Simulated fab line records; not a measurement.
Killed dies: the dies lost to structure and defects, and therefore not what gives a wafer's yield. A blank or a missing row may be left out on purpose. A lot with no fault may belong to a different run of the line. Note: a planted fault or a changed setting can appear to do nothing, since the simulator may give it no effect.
Which of the tools did it? / flow sky130 / 14 lots, 42 wafers sampled, at 7 steps of a route of 708

== WHAT EACH GAUGE READ, for each wafer ==
SKY_CAPM_OVL_MEAS_12. Usual: CAPM_OVL -0.6 nm, standard deviation 1.5.
lot=L898; measured=day 37 16:53; on=overlay-02; CAPM_OVL (nm)=-1.2 -0.5 -2.1; flag=
lot=L903; measured=day 39 07:48; on=overlay-02; CAPM_OVL (nm)=-0.4 -0.3 -1.7; flag=
lot=L905; measured=day 40 05:06; on=overlay-01; CAPM_OVL (nm)=-0.2 1.2 0.3; flag=
lot=L906; measured=day 40 07:54; on=overlay-02; CAPM_OVL (nm)=-1.1 0.2 -1.5; flag=
lot=L908; measured=day 40 18:57; on=overlay-01; CAPM_OVL (nm)=0.6 0.9 0.9; flag=
lot=L909; measured=day 40 22:20; on=overlay-02; CAPM_OVL (nm)=-3.3 -1.2 -2.8; flag=
lot=L911; measured=day 41 12:17; on=overlay-02; CAPM_OVL (nm)=-0.3 0.3 -1.0; flag=
lot=L913; measured=day 42 06:08; on=overlay-02; CAPM_OVL (nm)=-0.3 1.7 0.6; flag=
lot=L914; measured=day 42 07:55; on=overlay-02; CAPM_OVL (nm)=-0.6 -1.1 -1.4; flag=
lot=L917; measured=day 42 23:59; on=overlay-02; CAPM_OVL (nm)=0.7 0.6 -0.1; flag=
lot=L918; measured=day 43 10:14; on=overlay-02; CAPM_OVL (nm)=0.2 -0.6 0.0; flag=
lot=L919; measured=day 44 03:19; on=overlay-02; CAPM_OVL (nm)=-0.8 0.3 -0.6; flag=
lot=L920; measured=day 44 04:38; on=overlay-01; CAPM_OVL (nm)=-1.3 -0.9 -1.6; flag=
lot=L921; measured=day 44 04:51; on=overlay-01; CAPM_OVL (nm)=1.1 1.2 0.5; flag=

SKY_VIA3_THK_MEAS_01. Usual: VIA3_HDPCVD_THK 1631 nm, standard deviation 19.
lot=L898; measured=day 38 20:14; on=film_metro-03; VIA3_HDPCVD_THK (nm)=1604 1627 1611; flag=
lot=L903; measured=day 40 10:04; on=film_metro-03; VIA3_HDPCVD_THK (nm)=1615 1633 1609; flag=
lot=L908; measured=day 41 21:07; on=film_metro-02; VIA3_HDPCVD_THK (nm)=1613 1641 1641; flag=
lot=L909; measured=day 42 00:39; on=film_metro-02; VIA3_HDPCVD_THK (nm)=1630 1614 1600; flag=
lot=L911; measured=day 42 13:11; on=film_metro-02; VIA3_HDPCVD_THK (nm)=1632 1636 1620; flag=
lot=L913; measured=day 43 07:43; on=film_metro-03; VIA3_HDPCVD_THK (nm)=1619 1641 1598; flag=
lot=L914; measured=day 43 08:42; on=film_metro-02; VIA3_HDPCVD_THK (nm)=1627 1618 1649; flag=
lot=L917; measured=day 44 00:34; on=film_metro-03; VIA3_HDPCVD_THK (nm)=1621 1627 1619; flag=
lot=L918; measured=day 44 10:40; on=film_metro-02; VIA3_HDPCVD_THK (nm)=1609 1649 1630; flag=
lot=L919; measured=day 45 02:11; on=film_metro-02; VIA3_HDPCVD_THK (nm)=1622 1645 1673; flag=
lot=L920; measured=day 45 03:42; on=film_metro-03; VIA3_HDPCVD_THK (nm)=1647 1650 1659; flag=
lot=L921; measured=day 45 04:04; on=film_metro-04; VIA3_HDPCVD_THK (nm)=1632 1633 1624; flag=

== TOOL THAT RAN EACH LOT (tool first, then ch and the chambers of the sampled wafers, then the start) ==
lot=L898; SKY_CAPM_STRIP_14=plasma_asher-03 ch 0,1, day 37 17:04; SKY_METAL3_ETCH_16=rie_metal-03 ch 0,1, day 38 19:02; SKY_METAL3_ETCH_17=rie_diel-01 ch 1,3, day 38 19:08; SKY_METAL3_METAL_ETCH_18=rie_metal-01 ch 0,1, day 38 19:09; SKY_METAL3_STRIP_19=plasma_asher-01 ch 0,1, day 38 19:19
lot=L903; SKY_CAPM_STRIP_14=plasma_asher-01 ch 0,1, day 39 07:54; SKY_METAL3_ETCH_16=rie_metal-03 ch 0,1, day 40 08:52; SKY_METAL3_ETCH_17=rie_diel-02 ch 0,1,3, day 40 08:58; SKY_METAL3_METAL_ETCH_18=rie_metal-01 ch 0,1, day 40 08:59; SKY_METAL3_STRIP_19=plasma_asher-04 ch 0,1, day 40 09:10
lot=L905; SKY_CAPM_STRIP_14=plasma_asher-01 ch 0,1, day 40 05:13; SKY_METAL3_ETCH_16=rie_metal-01 ch 0,1, day 41 06:01; SKY_METAL3_ETCH_17=rie_diel-01 ch 0,1,2, day 41 06:07; SKY_METAL3_METAL_ETCH_18=rie_metal-03 ch 0,1, day 41 06:08; SKY_METAL3_STRIP_19=plasma_asher-02 ch 0,1, day 41 06:19
lot=L906; SKY_CAPM_STRIP_14=plasma_asher-03 ch 0,1, day 40 08:01; SKY_METAL3_ETCH_16=rie_metal-01 ch 0,1, day 41 09:19; SKY_METAL3_ETCH_17=rie_diel-02 ch 0,2,3, day 41 09:25; SKY_METAL3_METAL_ETCH_18=rie_metal-04 ch 0,1, day 41 09:26; SKY_METAL3_STRIP_19=plasma_asher-01 ch 0,1, day 41 09:37
lot=L908; SKY_CAPM_STRIP_14=plasma_asher-03 ch 0,1, day 40 19:04; SKY_METAL3_ETCH_16=rie_metal-01 ch 0, day 41 19:55; SKY_METAL3_ETCH_17=rie_diel-03 ch 1,3, day 41 20:07; SKY_METAL3_METAL_ETCH_18=rie_metal-04 ch 0,1, day 41 20:08; SKY_METAL3_STRIP_19=plasma_asher-04 ch 0,1, day 41 20:19
lot=L909; SKY_CAPM_STRIP_14=plasma_asher-02 ch 0,1, day 40 22:27; SKY_METAL3_ETCH_16=rie_metal-01 ch 0, day 41 23:29; SKY_METAL3_ETCH_17=rie_diel-02 ch 0,2,3, day 41 23:39; SKY_METAL3_METAL_ETCH_18=rie_metal-04 ch 0, day 41 23:40; SKY_METAL3_STRIP_19=plasma_asher-02 ch 0,1, day 41 23:50
lot=L911; SKY_CAPM_STRIP_14=plasma_asher-03 ch 0,1, day 41 12:24; SKY_METAL3_ETCH_16=rie_metal-03 ch 0,1, day 42 12:08; SKY_METAL3_ETCH_17=rie_diel-02 ch 0,2,3, day 42 12:14; SKY_METAL3_METAL_ETCH_18=rie_metal-04 ch 0,1, day 42 12:15; SKY_METAL3_STRIP_19=plasma_asher-01 ch 0,1, day 42 12:25
lot=L913; SKY_CAPM_STRIP_14=plasma_asher-03 ch 0,1, day 42 06:19; SKY_METAL3_ETCH_16=rie_metal-01 ch 0,1, day 43 06:34; SKY_METAL3_ETCH_17=rie_diel-01 ch 0,2, day 43 06:40; SKY_METAL3_METAL_ETCH_18=rie_metal-03 ch 0,1, day 43 06:41; SKY_METAL3_STRIP_19=plasma_asher-01 ch 0,1, day 43 06:52
lot=L914; SKY_CAPM_STRIP_14=plasma_asher-01 ch 0,1, day 42 08:03; SKY_METAL3_ETCH_16=rie_metal-01 ch 0,1, day 43 07:40; SKY_METAL3_ETCH_17=rie_diel-02 ch 0,1,3, day 43 07:44; SKY_METAL3_METAL_ETCH_18=rie_metal-04 ch 0,1, day 43 07:49; SKY_METAL3_STRIP_19=plasma_asher-02 ch 0,1, day 43 07:58
lot=L917; SKY_CAPM_STRIP_14=plasma_asher-02 ch 0,1, day 43 00:06; SKY_METAL3_ETCH_16=rie_metal-04 ch 1, day 43 23:25; SKY_METAL3_ETCH_17=rie_diel-03 ch 0,3, day 43 23:31; SKY_METAL3_METAL_ETCH_18=rie_metal-01 ch 0, day 43 23:32; SKY_METAL3_STRIP_19=plasma_asher-02 ch 0,1, day 43 23:43
lot=L918; SKY_CAPM_STRIP_14=plasma_asher-01 ch 0,1, day 43 10:26; SKY_METAL3_ETCH_16=rie_metal-01 ch 1, day 44 09:31; SKY_METAL3_ETCH_17=rie_diel-03 ch 1,2, day 44 09:37; SKY_METAL3_METAL_ETCH_18=rie_metal-04 ch 0, day 44 09:38; SKY_METAL3_STRIP_19=plasma_asher-02 ch 0,1, day 44 09:49
lot=L919; SKY_CAPM_STRIP_14=plasma_asher-03 ch 0,1, day 44 03:25; SKY_METAL3_ETCH_16=rie_metal-03 ch 0,1, day 45 01:08; SKY_METAL3_ETCH_17=rie_diel-03 ch 1,2,3, day 45 01:14; SKY_METAL3_METAL_ETCH_18=rie_metal-04 ch 0,1, day 45 01:15; SKY_METAL3_STRIP_19=plasma_asher-04 ch 0,1, day 45 01:25
lot=L920; SKY_CAPM_STRIP_14=plasma_asher-01 ch 0,1, day 44 04:45; SKY_METAL3_ETCH_16=rie_metal-01 ch 0,1, day 45 02:38; SKY_METAL3_ETCH_17=rie_diel-02 ch 0,2, day 45 02:44; SKY_METAL3_METAL_ETCH_18=rie_metal-03 ch 0,1, day 45 02:46; SKY_METAL3_STRIP_19=plasma_asher-01 ch 0,1, day 45 02:56
lot=L921; SKY_CAPM_STRIP_14=plasma_asher-02 ch 1, day 44 04:57; SKY_METAL3_ETCH_16=rie_metal-04 ch 0,1, day 45 02:59; SKY_METAL3_ETCH_17=rie_diel-03 ch 1,2,3, day 45 03:05; SKY_METAL3_METAL_ETCH_18=rie_metal-01 ch 0, day 45 03:06; SKY_METAL3_STRIP_19=plasma_asher-04 ch 0,1, day 45 03:16
- SKY_CAPM_STRIP_14: strips in O2/N2.
- SKY_METAL3_ETCH_16: etches BARC in N2/H2, stops on SiO2, time 88.2 s, target depth 60 nm.
- SKY_METAL3_ETCH_17: etches SiO2 in C4F8/O2/Ar, stops on TiN, time 3.9 s, target depth 15 nm.
- SKY_METAL3_METAL_ETCH_18: etches the open film in Cl2/BCl3, stops on SiO2, target depth 845 nm, time 183.1 s.
- SKY_METAL3_STRIP_19: strips in O2/N2.

== WHAT THE TOOLS THEMSELVES READ (means of the sampled wafers that have a number; where no wafer has one, the mark that the record gives instead) ==
SKY_CAPM_STRIP_14. Usual: chamber_pressure_mTorr 1500.0 mTorr, standard deviation 1.3; drypump_motor_current_A 5.80 A, standard deviation 0.28; oes_product_au 0.711 a.u., standard deviation 0.0043; strip_time_to_endpoint_s 12.66 s, standard deviation 0.047.
lot=L898; tool=plasma_asher-03; chamber_pressure_mTorr (mTorr)=1499.8; drypump_motor_current_A (A)=5.50; oes_product_au (a.u.)=0.711; strip_time_to_endpoint_s (s)=12.64; flag=
lot=L903; tool=plasma_asher-01; chamber_pressure_mTorr (mTorr)=1500.2; drypump_motor_current_A (A)=6.02; oes_product_au (a.u.)=0.708; strip_time_to_endpoint_s (s)=12.68; flag=
lot=L905; tool=plasma_asher-01; chamber_pressure_mTorr (mTorr)=1499.9; drypump_motor_current_A (A)=6.12; oes_product_au (a.u.)=0.711; strip_time_to_endpoint_s (s)=12.61; flag=
lot=L906; tool=plasma_asher-03; chamber_pressure_mTorr (mTorr)=1500.3; drypump_motor_current_A (A)=5.55; oes_product_au (a.u.)=0.709; strip_time_to_endpoint_s (s)=12.60; flag=
lot=L908; tool=plasma_asher-03; chamber_pressure_mTorr (mTorr)=1498.8; drypump_motor_current_A (A)=5.55; oes_product_au (a.u.)=0.711; strip_time_to_endpoint_s (s)=12.65; flag=
lot=L909; tool=plasma_asher-02; chamber_pressure_mTorr (mTorr)=1500.1; drypump_motor_current_A (A)=5.81; oes_product_au (a.u.)=0.709; strip_time_to_endpoint_s (s)=12.66; flag=
lot=L911; tool=plasma_asher-03; chamber_pressure_mTorr (mTorr)=1498.7; drypump_motor_current_A (A)=5.55; oes_product_au (a.u.)=0.711; strip_time_to_endpoint_s (s)=12.56; flag=
lot=L913; tool=plasma_asher-03; chamber_pressure_mTorr (mTorr)=1500.7; drypump_motor_current_A (A)=5.53; oes_product_au (a.u.)=0.714; strip_time_to_endpoint_s (s)=12.56; flag=
lot=L914; tool=plasma_asher-01; chamber_pressure_mTorr (mTorr)=1499.4; drypump_motor_current_A (A)=6.02; oes_product_au (a.u.)=0.708; strip_time_to_endpoint_s (s)=12.69; flag=
lot=L917; tool=plasma_asher-02; chamber_pressure_mTorr (mTorr)=1499.0; drypump_motor_current_A (A)=5.91; oes_product_au (a.u.)=0.712; strip_time_to_endpoint_s (s)=12.71; flag=
lot=L918; tool=plasma_asher-01; chamber_pressure_mTorr (mTorr)=1499.2; drypump_motor_current_A (A)=6.00; oes_product_au (a.u.)=0.710; strip_time_to_endpoint_s (s)=12.64; flag=
lot=L919; tool=plasma_asher-03; chamber_pressure_mTorr (mTorr)=1500.8; drypump_motor_current_A (A)=5.53; oes_product_au (a.u.)=0.710; strip_time_to_endpoint_s (s)=12.68; flag=
lot=L920; tool=plasma_asher-01; chamber_pressure_mTorr (mTorr)=1500.0; drypump_motor_current_A (A)=6.13; oes_product_au (a.u.)=0.713; strip_time_to_endpoint_s (s)=12.63; flag=
lot=L921; tool=plasma_asher-02; chamber_pressure_mTorr (mTorr)=1499.3; drypump_motor_current_A (A)=5.73; oes_product_au (a.u.)=0.706; strip_time_to_endpoint_s (s)=12.71; flag=

SKY_METAL3_ETCH_16. Usual: bias_w 100.02 W, standard deviation 0.3; chamber_pressure_mTorr 30.002 mTorr, standard deviation 0.029; drypump_motor_current_A 5.6 A, standard deviation 0.5; he_backside_leak_sccm 3.4 sccm, standard deviation 0.43; oes_product_au 0.626 a.u., standard deviation 0.0044; throttle_valve_pct 13.205 %, standard deviation 0.0094.
lot=L898; tool=rie_metal-03; bias_w (W)=100.24; chamber_pressure_mTorr (mTorr)=29.989; drypump_motor_current_A (A)=6.0; he_backside_leak_sccm (sccm)=3.3; oes_product_au (a.u.)=0.625; throttle_valve_pct (%)=13.211; flag=
lot=L903; tool=rie_metal-03; bias_w (W)=99.83; chamber_pressure_mTorr (mTorr)=30.000; drypump_motor_current_A (A)=6.0; he_backside_leak_sccm (sccm)=3.1; oes_product_au (a.u.)=0.628; throttle_valve_pct (%)=13.205; flag=
lot=L905; tool=rie_metal-01; bias_w (W)=-; chamber_pressure_mTorr (mTorr)=-; drypump_motor_current_A (A)=-; he_backside_leak_sccm (sccm)=-; oes_product_au (a.u.)=-; throttle_valve_pct (%)=-; flag=OFF
lot=L906; tool=rie_metal-01; bias_w (W)=-; chamber_pressure_mTorr (mTorr)=-; drypump_motor_current_A (A)=-; he_backside_leak_sccm (sccm)=-; oes_product_au (a.u.)=-; throttle_valve_pct (%)=-; flag=OFF
lot=L908; tool=rie_metal-01; bias_w (W)=99.88; chamber_pressure_mTorr (mTorr)=29.998; drypump_motor_current_A (A)=4.9; he_backside_leak_sccm (sccm)=3.3; oes_product_au (a.u.)=0.624; throttle_valve_pct (%)=13.202; flag=
lot=L909; tool=rie_metal-01; bias_w (W)=100.24; chamber_pressure_mTorr (mTorr)=29.993; drypump_motor_current_A (A)=4.9; he_backside_leak_sccm (sccm)=3.4; oes_product_au (a.u.)=0.630; throttle_valve_pct (%)=13.201; flag=
lot=L911; tool=rie_metal-03; bias_w (W)=99.99; chamber_pressure_mTorr (mTorr)=29.994; drypump_motor_current_A (A)=6.1; he_backside_leak_sccm (sccm)=3.1; oes_product_au (a.u.)=0.627; throttle_valve_pct (%)=13.205; flag=
lot=L913; tool=rie_metal-01; bias_w (W)=99.54; chamber_pressure_mTorr (mTorr)=29.983; drypump_motor_current_A (A)=5.6; he_backside_leak_sccm (sccm)=3.4; oes_product_au (a.u.)=0.625; throttle_valve_pct (%)=13.208; flag=
lot=L914; tool=rie_metal-01; bias_w (W)=99.96; chamber_pressure_mTorr (mTorr)=29.992; drypump_motor_current_A (A)=5.3; he_backside_leak_sccm (sccm)=3.3; oes_product_au (a.u.)=0.626; throttle_valve_pct (%)=13.208; flag=
lot=L917; tool=rie_metal-04; bias_w (W)=99.76; chamber_pressure_mTorr (mTorr)=30.009; drypump_motor_current_A (A)=5.7; he_backside_leak_sccm (sccm)=4.7; oes_product_au (a.u.)=0.630; throttle_valve_pct (%)=13.210; flag=OFF
lot=L918; tool=rie_metal-01; bias_w (W)=100.40; chamber_pressure_mTorr (mTorr)=29.998; drypump_motor_current_A (A)=6.0; he_backside_leak_sccm (sccm)=3.3; oes_product_au (a.u.)=0.629; throttle_valve_pct (%)=13.205; flag=
lot=L919; tool=rie_metal-03; bias_w (W)=100.00; chamber_pressure_mTorr (mTorr)=29.992; drypump_motor_current_A (A)=6.1; he_backside_leak_sccm (sccm)=3.1; oes_product_au (a.u.)=0.624; throttle_valve_pct (%)=13.205; flag=
lot=L920; tool=rie_metal-01; bias_w (W)=99.85; chamber_pressure_mTorr (mTorr)=30.017; drypump_motor_current_A (A)=5.3; he_backside_leak_sccm (sccm)=3.4; oes_product_au (a.u.)=0.621; throttle_valve_pct (%)=13.215; flag=
lot=L921; tool=rie_metal-04; bias_w (W)=99.98; chamber_pressure_mTorr (mTorr)=29.996; drypump_motor_current_A (A)=5.5; he_backside_leak_sccm (sccm)=3.3; oes_product_au (a.u.)=0.628; throttle_valve_pct (%)=13.211; flag=

SKY_METAL3_ETCH_17. Usual: bias_w 1200 W, standard deviation 3.7; chamber_pressure_mTorr 40.00 mTorr, standard deviation 0.036; oes_product_au 0.752 a.u., standard deviation 0.0095.
lot=L898; tool=rie_diel-01; bias_w (W)=1200; chamber_pressure_mTorr (mTorr)=39.96; oes_product_au (a.u.)=0.744; flag=
lot=L903; tool=rie_diel-02; bias_w (W)=1198; chamber_pressure_mTorr (mTorr)=40.00; oes_product_au (a.u.)=0.738; flag=
lot=L905; tool=rie_diel-01; bias_w (W)=1196; chamber_pressure_mTorr (mTorr)=40.02; oes_product_au (a.u.)=0.374; flag=OFF
lot=L906; tool=rie_diel-02; bias_w (W)=1202; chamber_pressure_mTorr (mTorr)=40.04; oes_product_au (a.u.)=0.378; flag=OFF
lot=L908; tool=rie_diel-03; bias_w (W)=1199; chamber_pressure_mTorr (mTorr)=39.99; oes_product_au (a.u.)=0.748; flag=
lot=L909; tool=rie_diel-02; bias_w (W)=1200; chamber_pressure_mTorr (mTorr)=39.97; oes_product_au (a.u.)=0.758; flag=
lot=L911; tool=rie_diel-02; bias_w (W)=1200; chamber_pressure_mTorr (mTorr)=40.00; oes_product_au (a.u.)=0.758; flag=
lot=L913; tool=rie_diel-01; bias_w (W)=1197; chamber_pressure_mTorr (mTorr)=39.95; oes_product_au (a.u.)=0.758; flag=
lot=L914; tool=rie_diel-02; bias_w (W)=1198; chamber_pressure_mTorr (mTorr)=40.03; oes_product_au (a.u.)=0.748; flag=
lot=L917; tool=rie_diel-03; bias_w (W)=1198; chamber_pressure_mTorr (mTorr)=40.01; oes_product_au (a.u.)=0.754; flag=
lot=L918; tool=rie_diel-03; bias_w (W)=1199; chamber_pressure_mTorr (mTorr)=39.97; oes_product_au (a.u.)=0.757; flag=
lot=L919; tool=rie_diel-03; bias_w (W)=1199; chamber_pressure_mTorr (mTorr)=39.99; oes_product_au (a.u.)=0.735; flag=
lot=L920; tool=rie_diel-02; bias_w (W)=1197; chamber_pressure_mTorr (mTorr)=40.01; oes_product_au (a.u.)=0.749; flag=
lot=L921; tool=rie_diel-03; bias_w (W)=1197; chamber_pressure_mTorr (mTorr)=39.99; oes_product_au (a.u.)=0.747; flag=

SKY_METAL3_METAL_ETCH_18. Usual: bcl3_flow_sccm 29.99 sccm (standard deviation 0.095); bias_w 48.49 W (standard deviation 0.13); chamber_pressure_mTorr 9.999 mTorr (standard deviation 0.01); drypump_motor_current_A 5.6 A (standard deviation 0.43); he_backside_leak_sccm 3.37 sccm (standard deviation 0.28); oes_product_au 0.865 a.u. (standard deviation 0.0075); throttle_valve_pct 22.265 % (standard deviation 0.0093).
lot=L898; tool=rie_metal-01; bcl3_flow_sccm (sccm)=29.82; bias_w (W)=48.48; chamber_pressure_mTorr (mTorr)=9.997; drypump_motor_current_A (A)=5.6; he_backside_leak_sccm (sccm)=3.41; oes_product_au (a.u.)=0.854; throttle_valve_pct (%)=22.262; flag=
lot=L903; tool=rie_metal-01; bcl3_flow_sccm (sccm)=29.98; bias_w (W)=48.42; chamber_pressure_mTorr (mTorr)=9.989; drypump_motor_current_A (A)=5.3; he_backside_leak_sccm (sccm)=3.40; oes_product_au (a.u.)=0.870; throttle_valve_pct (%)=22.267; flag=
lot=L905; tool=rie_metal-03; bcl3_flow_sccm (sccm)=29.85; bias_w (W)=48.63; chamber_pressure_mTorr (mTorr)=9.990; drypump_motor_current_A (A)=5.9; he_backside_leak_sccm (sccm)=3.15; oes_product_au (a.u.)=0.371; throttle_valve_pct (%)=22.266; flag=OFF
lot=L906; tool=rie_metal-04; bcl3_flow_sccm (sccm)=29.97; bias_w (W)=48.56; chamber_pressure_mTorr (mTorr)=10.002; drypump_motor_current_A (A)=5.5; he_backside_leak_sccm (sccm)=3.39; oes_product_au (a.u.)=0.377; throttle_valve_pct (%)=22.260; flag=OFF
lot=L908; tool=rie_metal-04; bcl3_flow_sccm (sccm)=30.01; bias_w (W)=48.51; chamber_pressure_mTorr (mTorr)=9.995; drypump_motor_current_A (A)=5.5; he_backside_leak_sccm (sccm)=3.32; oes_product_au (a.u.)=0.865; throttle_valve_pct (%)=22.262; flag=
lot=L909; tool=rie_metal-04; bcl3_flow_sccm (sccm)=30.03; bias_w (W)=48.45; chamber_pressure_mTorr (mTorr)=9.989; drypump_motor_current_A (A)=5.4; he_backside_leak_sccm (sccm)=3.36; oes_product_au (a.u.)=0.870; throttle_valve_pct (%)=22.261; flag=
lot=L911; tool=rie_metal-04; bcl3_flow_sccm (sccm)=29.94; bias_w (W)=48.49; chamber_pressure_mTorr (mTorr)=9.998; drypump_motor_current_A (A)=5.6; he_backside_leak_sccm (sccm)=3.48; oes_product_au (a.u.)=0.863; throttle_valve_pct (%)=22.259; flag=
lot=L913; tool=rie_metal-03; bcl3_flow_sccm (sccm)=30.00; bias_w (W)=48.51; chamber_pressure_mTorr (mTorr)=9.990; drypump_motor_current_A (A)=6.1; he_backside_leak_sccm (sccm)=3.16; oes_product_au (a.u.)=0.872; throttle_valve_pct (%)=22.263; flag=
lot=L914; tool=rie_metal-04; bcl3_flow_sccm (sccm)=29.96; bias_w (W)=48.45; chamber_pressure_mTorr (mTorr)=10.000; drypump_motor_current_A (A)=5.5; he_backside_leak_sccm (sccm)=3.42; oes_product_au (a.u.)=0.867; throttle_valve_pct (%)=22.269; flag=
lot=L917; tool=rie_metal-01; bcl3_flow_sccm (sccm)=30.06; bias_w (W)=48.51; chamber_pressure_mTorr (mTorr)=10.000; drypump_motor_current_A (A)=4.9; he_backside_leak_sccm (sccm)=3.38; oes_product_au (a.u.)=0.858; throttle_valve_pct (%)=22.263; flag=
lot=L918; tool=rie_metal-04; bcl3_flow_sccm (sccm)=29.99; bias_w (W)=48.50; chamber_pressure_mTorr (mTorr)=9.996; drypump_motor_current_A (A)=5.4; he_backside_leak_sccm (sccm)=3.30; oes_product_au (a.u.)=0.862; throttle_valve_pct (%)=22.260; flag=
lot=L919; tool=rie_metal-04; bcl3_flow_sccm (sccm)=29.99; bias_w (W)=48.51; chamber_pressure_mTorr (mTorr)=10.004; drypump_motor_current_A (A)=5.5; he_backside_leak_sccm (sccm)=3.35; oes_product_au (a.u.)=0.867; throttle_valve_pct (%)=22.271; flag=
lot=L920; tool=rie_metal-03; bcl3_flow_sccm (sccm)=29.97; bias_w (W)=48.49; chamber_pressure_mTorr (mTorr)=9.993; drypump_motor_current_A (A)=6.0; he_backside_leak_sccm (sccm)=3.14; oes_product_au (a.u.)=0.867; throttle_valve_pct (%)=22.265; flag=
lot=L921; tool=rie_metal-01; bcl3_flow_sccm (sccm)=30.00; bias_w (W)=48.31; chamber_pressure_mTorr (mTorr)=10.005; drypump_motor_current_A (A)=4.9; he_backside_leak_sccm (sccm)=3.41; oes_product_au (a.u.)=0.874; throttle_valve_pct (%)=22.269; flag=

SKY_METAL3_STRIP_19. Usual: chamber_pressure_mTorr 1499.9 mTorr, standard deviation 1.4; drypump_motor_current_A 5.8 A, standard deviation 0.35; oes_product_au 0.503 a.u., standard deviation 0.0057; strip_time_to_endpoint_s 6.55 s, standard deviation 0.077.
lot=L898; tool=plasma_asher-01; chamber_pressure_mTorr (mTorr)=1500.5; drypump_motor_current_A (A)=6.2; oes_product_au (a.u.)=0.499; strip_time_to_endpoint_s (s)=6.50; flag=
lot=L903; tool=plasma_asher-04; chamber_pressure_mTorr (mTorr)=1499.1; drypump_motor_current_A (A)=5.4; oes_product_au (a.u.)=0.501; strip_time_to_endpoint_s (s)=6.52; flag=
lot=L905; tool=plasma_asher-02; chamber_pressure_mTorr (mTorr)=1500.6; drypump_motor_current_A (A)=5.9; oes_product_au (a.u.)=0.518; strip_time_to_endpoint_s (s)=7.03; flag=OFF
lot=L906; tool=plasma_asher-01; chamber_pressure_mTorr (mTorr)=1499.6; drypump_motor_current_A (A)=6.1; oes_product_au (a.u.)=0.525; strip_time_to_endpoint_s (s)=7.13; flag=OFF
lot=L908; tool=plasma_asher-04; chamber_pressure_mTorr (mTorr)=1499.7; drypump_motor_current_A (A)=5.3; oes_product_au (a.u.)=0.511; strip_time_to_endpoint_s (s)=6.70; flag=
lot=L909; tool=plasma_asher-02; chamber_pressure_mTorr (mTorr)=1499.5; drypump_motor_current_A (A)=5.9; oes_product_au (a.u.)=0.511; strip_time_to_endpoint_s (s)=6.71; flag=
lot=L911; tool=plasma_asher-01; chamber_pressure_mTorr (mTorr)=1499.3; drypump_motor_current_A (A)=6.1; oes_product_au (a.u.)=0.504; strip_time_to_endpoint_s (s)=6.59; flag=
lot=L913; tool=plasma_asher-01; chamber_pressure_mTorr (mTorr)=1499.6; drypump_motor_current_A (A)=6.1; oes_product_au (a.u.)=0.500; strip_time_to_endpoint_s (s)=6.53; flag=
lot=L914; tool=plasma_asher-02; chamber_pressure_mTorr (mTorr)=1500.7; drypump_motor_current_A (A)=5.8; oes_product_au (a.u.)=0.504; strip_time_to_endpoint_s (s)=6.59; flag=
lot=L917; tool=plasma_asher-02; chamber_pressure_mTorr (mTorr)=1499.9; drypump_motor_current_A (A)=5.8; oes_product_au (a.u.)=0.500; strip_time_to_endpoint_s (s)=6.49; flag=
lot=L918; tool=plasma_asher-02; chamber_pressure_mTorr (mTorr)=1500.2; drypump_motor_current_A (A)=5.8; oes_product_au (a.u.)=0.510; strip_time_to_endpoint_s (s)=6.62; flag=
lot=L919; tool=plasma_asher-04; chamber_pressure_mTorr (mTorr)=1499.9; drypump_motor_current_A (A)=5.4; oes_product_au (a.u.)=0.504; strip_time_to_endpoint_s (s)=6.58; flag=
lot=L920; tool=plasma_asher-01; chamber_pressure_mTorr (mTorr)=1500.1; drypump_motor_current_A (A)=6.1; oes_product_au (a.u.)=0.502; strip_time_to_endpoint_s (s)=6.57; flag=
lot=L921; tool=plasma_asher-04; chamber_pressure_mTorr (mTorr)=1500.6; drypump_motor_current_A (A)=5.4; oes_product_au (a.u.)=0.502; strip_time_to_endpoint_s (s)=6.55; flag=

== THE ANSWER, worked out from the rows above alone ==
Rule: lot off if the mean of its wafers having a number is beyond 3 standard deviations from the usual mean. A lot without any number at a reading at which 4 lots or more have one is off too. All remaining lots with rows at the step are treated as sound. Order of review: gauges by route order, followed by the tools' own readings, for which a lot's mean as printed above is used. At the first step where some lot is off, the reading lying furthest off is the one used; lots without a number count as furthest.
Off at SKY_METAL3_ETCH_16 (bias_w): L905, L906. Without a number there: L905, L906.
If a tool, at that step or one of the process steps before it, ran each lot that is off and ran no sound lot following the first of them, it fits. No candidate that was tried fits.

== WHAT THE SIMULATOR PUT IN ==
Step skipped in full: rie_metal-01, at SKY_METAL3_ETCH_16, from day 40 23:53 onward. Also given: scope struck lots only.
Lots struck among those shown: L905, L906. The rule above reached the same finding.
